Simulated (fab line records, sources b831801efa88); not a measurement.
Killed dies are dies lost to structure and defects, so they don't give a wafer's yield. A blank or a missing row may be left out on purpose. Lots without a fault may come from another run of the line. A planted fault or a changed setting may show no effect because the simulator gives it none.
A struck lot beside a sound one | flow sky130 | 16 steps out of a route of 708
Sound: wafers L929.1, L929.5, L929.6. Struck: wafers L939.3, L939.4. (L939.2 of the same lot was not struck and is left out.) The cause comes at the end.
At each step with rows: each side's tool, then ch and its chambers, then its first start. Under that, the readings that differ: sound wafers | struck wafers | difference of the means | sigmas: that difference in standard deviations of wafers without a fault.
alike: readings whose means differ by less than 2 such deviations, and words and numbers that are the same on both sides. not compared: withheld readings, readings that some wafer has no value for, bounds like >300 that may hide the same value, and numbers for which the record gives no deviation and whose values overlap.
The two part at a step that has a row with sigmas, a row that says differs or no value, or rows on one side only. Numbers that don't overlap but have no deviation are shown without sigmas and don't part them. A reading that every wafer of one side lacks parts them only if that side has two wafers or more.

first, 2 steps without rows for these wafers: SKY_METAL4_PEB_11; SKY_METAL4_DEVELOP_12 (develop time 60 s).
SKY_METAL4_CD_MEAS_13: target cd 300 nm.
  sound on cd_sem-02, day 42 07:30; struck on cd_sem-02, day 45 16:41
  alike: cd_nm
SKY_METAL4_OVL_MEAS_14:
  sound on overlay-01, day 42 07:37; struck on overlay-02, day 45 16:47
  alike: METAL4_OVL
SKY_METAL4_DESCUM_15: chemistry O2, time 8 s.
  sound on rie_metal-04 ch 0,1, day 42 07:40; struck on rie_metal-01 ch 0,1, day 45 16:49
  alike: drypump_motor_current_A, oes_product_au
  not compared: rf_hours_counter_h
SKY_METAL4_ETCH_16: etches BARC in N2/H2, stops on SiO2, time 88.2 s, target depth 60 nm.
  sound on rie_metal-04 ch 0,1, day 42 07:41; struck on rie_metal-01 ch 0,1, day 45 16:51
  alike: drypump_motor_current_A, oes_product_au, throttle_valve_pct
  not compared: rf_hours_counter_h
SKY_METAL4_ETCH_17: etches SiO2 in C4F8/O2/Ar, stops on TiN, time 3.9 s, target depth 15 nm.
  sound on rie_diel-02 ch 0,3, day 42 07:47; struck on rie_diel-02 ch 0,2, day 45 16:57
  alike: oes_product_au
  not compared: rf_hours_counter_h
then, 1 step without rows for these wafers: SKY_METAL4_METAL_ETCH_18 (etches the open film in Cl2/BCl3, stops on SiO2, target depth 845 nm, time 183.1 s).
SKY_METAL4_STRIP_19: strips in O2/N2.
  sound on plasma_asher-04 ch 0,1, day 42 07:59; struck on plasma_asher-04 ch 0,1, day 45 17:08
  alike: drypump_motor_current_A, oes_product_au, strip_time_to_endpoint_s
  not compared: rf_hours_counter_h
then, 3 steps without rows for these wafers: SKY_METAL4_STRIP_20 (strips in post etch residue remover, time 1200 s); SKY_METAL4_CLEAN_21 (cleans in IPA, time 180 s); SKY_METAL4_CLEAN_22 (cleans in O3/DIW).
SKY_VIA4_HDPCVD_00: deposits SiO2, target thk 1750 nm, time 291.7 s.
  sound on hdpcvd-01 ch 1,2, day 42 08:35; struck on hdpcvd-01 ch 0, day 45 17:44
  reading                                  | sound          | struck    | difference | sigmas
  model.SiO2_of_VIA4_HDPCVD_00.thk_nm (nm) | 1772 1749 1757 | 2594 2595 | +835       |
  alike: sih4_flow_sccm
SKY_VIA4_THK_MEAS_01:
  sound on film_metro-04, day 42 08:45; struck on film_metro-01, day 45 17:55
  reading              | sound          | struck    | difference | sigmas
  VIA4_HDPCVD_THK (nm) | 1772 1748 1758 | 2594 2595 | +835       | +49
SKY_VIA4_CMP_02: polishes SiO2.
  sound on cmp-02 ch 0,3, day 42 08:59; struck on cmp-02 ch 0,2, day 45 17:58
  alike: motor_current_A
-- the record jumps here: 4 days lie between the struck wafers' starts before and after (it left off in module VIA4 and takes up again in module PAD_OPEN, whose first step shown is number 708 of the route) --
SKY_PAD_OPEN_PROBE_99:
  the record has rows for the struck wafers here (prober-02, day 49 08:05) and none for the sound ones

WHERE THEY PART
First at SKY_VIA4_THK_MEAS_01; last, within this record, at SKY_PAD_OPEN_PROBE_99.

WHY: what the simulator had put in
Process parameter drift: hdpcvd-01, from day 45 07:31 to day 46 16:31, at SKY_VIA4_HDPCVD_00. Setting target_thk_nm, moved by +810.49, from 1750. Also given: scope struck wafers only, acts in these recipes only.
